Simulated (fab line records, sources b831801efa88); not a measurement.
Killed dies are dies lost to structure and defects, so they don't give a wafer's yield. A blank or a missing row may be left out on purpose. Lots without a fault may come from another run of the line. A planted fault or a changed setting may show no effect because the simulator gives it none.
Tool commonality check | flow gf180mcu | 12 lots, 36 wafers sampled

WHY IT WAS OPENED
At GF_M4_CD_MEAS_14 the reading cd_nm is flagged on 2 of 12 lots. Wafers without a fault read 280.0 nm, standard deviation 1.2.
Rule: a lot is flagged when every wafer of it that has a number lies more than 4 standard deviations from that mean, or none has a number. The other lots count as sound.

lot  | measured     | on        | cd_nm (nm), wafer by wafer | flag
L445 | day 23 23:42 | cd_sem-01 | 279.0 280.1 279.9          |
L446 | day 24 11:29 | cd_sem-01 | 280.4 281.2 279.0          |
L447 | day 24 13:56 | cd_sem-02 | 280.6 280.4 280.8          |
L451 | day 26 02:31 | cd_sem-02 | 269.2 268.6 269.1          | FLAGGED
L453 | day 26 09:46 | cd_sem-02 | 270.2 270.1 270.0          | FLAGGED
L460 | day 28 20:02 | cd_sem-02 | 279.5 281.1 280.1          |
L461 | day 28 22:47 | cd_sem-01 | 280.3 280.8 280.0          |
L462 | day 29 02:44 | cd_sem-01 | 279.7 279.2 280.0          |
L463 | day 29 10:26 | cd_sem-01 | 280.4 278.6 279.3          |
L464 | day 29 19:54 | cd_sem-01 | 279.6 280.7 278.7          |
L466 | day 30 03:55 | cd_sem-02 | 280.6 280.2 280.6          |
L467 | day 30 08:05 | cd_sem-01 | 278.3 278.2 279.5          |
The numbers of the flagged lots are 269.5 nm on average: -10.5 nm against the usual, or -9 standard deviations.

WHICH TOOL RAN EACH LOT
The record holds 3 process steps before the reading, out of a route of 602 steps. In each cell: the tool, then ch and the chambers that the sampled wafers went through, then the start.
lot  | flag    | GF_M4_SPUTTER_03             | GF_M4_SPUTTER_04             | GF_M4_COAT_09
L445 |         | pvd_sputter-02, day 23 01:19 | pvd_sputter-02, day 23 01:20 | litho_track-04 ch 0, day 23 12:25
L446 |         | pvd_sputter-03, day 23 13:40 | pvd_sputter-03, day 23 13:41 | litho_track-02 ch 0, day 24 00:17
L447 |         | pvd_sputter-03, day 23 15:52 | pvd_sputter-03, day 23 15:53 | litho_track-04 ch 0, day 24 03:11
L451 | FLAGGED | pvd_sputter-02, day 25 06:05 | pvd_sputter-02, day 25 06:06 | litho_track-04 ch 0, day 25 15:26
L453 | FLAGGED | pvd_sputter-03, day 25 12:44 | pvd_sputter-03, day 25 12:46 | litho_track-04 ch 0, day 25 23:11
L460 |         | pvd_sputter-03, day 28 00:59 | pvd_sputter-03, day 28 01:00 | litho_track-02 ch 0, day 28 10:17
L461 |         | pvd_sputter-04, day 28 03:36 | pvd_sputter-04, day 28 03:37 | litho_track-02 ch 0, day 28 12:47
L462 |         | pvd_sputter-02, day 28 07:36 | pvd_sputter-02, day 28 07:37 | litho_track-04 ch 0, day 28 16:44
L463 |         | pvd_sputter-02, day 28 15:37 | pvd_sputter-02, day 28 15:38 | litho_track-04 ch 0, day 29 00:59
L464 |         | pvd_sputter-03, day 29 00:46 | pvd_sputter-03, day 29 00:47 | litho_track-04 ch 0, day 29 09:46
L466 |         | pvd_sputter-04, day 29 08:54 | pvd_sputter-04, day 29 08:56 | litho_track-01 ch 0, day 29 18:22
L467 |         | pvd_sputter-04, day 29 13:26 | pvd_sputter-04, day 29 13:27 | litho_track-04 ch 0, day 29 22:47
What these steps do:
- GF_M4_SPUTTER_03: material Ti, target thk 10 nm, time 6.7 s.
- GF_M4_SPUTTER_04: material TiN, target thk 50 nm, time 41.7 s.
- GF_M4_COAT_09: resist thk 1000 nm.
- GF_M4_CD_MEAS_14: target cd 280 nm.

FLAGGED OVER TOTAL, TOOL BY TOOL (the gauges that took the reading come last)
step             | tool           | lots run | flagged | share of the flagged lots | sound lots run after its first flagged lot
GF_M4_SPUTTER_03 | pvd_sputter-02 | 4        | 1       | some                      | 2 (L462,L463)
GF_M4_SPUTTER_03 | pvd_sputter-03 | 5        | 1       | some                      | 2 (L460,L464)
GF_M4_SPUTTER_03 | pvd_sputter-04 | 3        | 0       | none                      | -
GF_M4_SPUTTER_04 | pvd_sputter-02 | 4        | 1       | some                      | 2 (L462,L463)
GF_M4_SPUTTER_04 | pvd_sputter-03 | 5        | 1       | some                      | 2 (L460,L464)
GF_M4_SPUTTER_04 | pvd_sputter-04 | 3        | 0       | none                      | -
GF_M4_COAT_09    | litho_track-01 | 1        | 0       | none                      | -
GF_M4_COAT_09    | litho_track-02 | 3        | 0       | none                      | -
GF_M4_COAT_09    | litho_track-04 | 8        | 2       | all                       | 4 (L462,L463,L464,L467)
GF_M4_CD_MEAS_14 | cd_sem-01      | 7        | 0       | none                      | -
GF_M4_CD_MEAS_14 | cd_sem-02      | 5        | 2       | all                       | 2 (L460,L466)

WHAT THE TABLE ALLOWS
2 rows of the table ran every flagged lot: litho_track-04 at GF_M4_COAT_09, cd_sem-02 at GF_M4_CD_MEAS_14.
- litho_track-04 at GF_M4_COAT_09: 2 of its 8 lots flagged. Sound lots ran on it after the first flagged one (L462, L463, L464, L467), which a lasting fault on the whole tool wouldn't allow.
- cd_sem-02 at GF_M4_CD_MEAS_14: 2 of its 5 lots flagged. Sound lots ran on it after the first flagged one (L460, L466), which a lasting fault on the whole tool wouldn't allow.
No row of the table ran every flagged lot and no sound lot after the first.

WHAT THE SIMULATOR HAD PUT IN
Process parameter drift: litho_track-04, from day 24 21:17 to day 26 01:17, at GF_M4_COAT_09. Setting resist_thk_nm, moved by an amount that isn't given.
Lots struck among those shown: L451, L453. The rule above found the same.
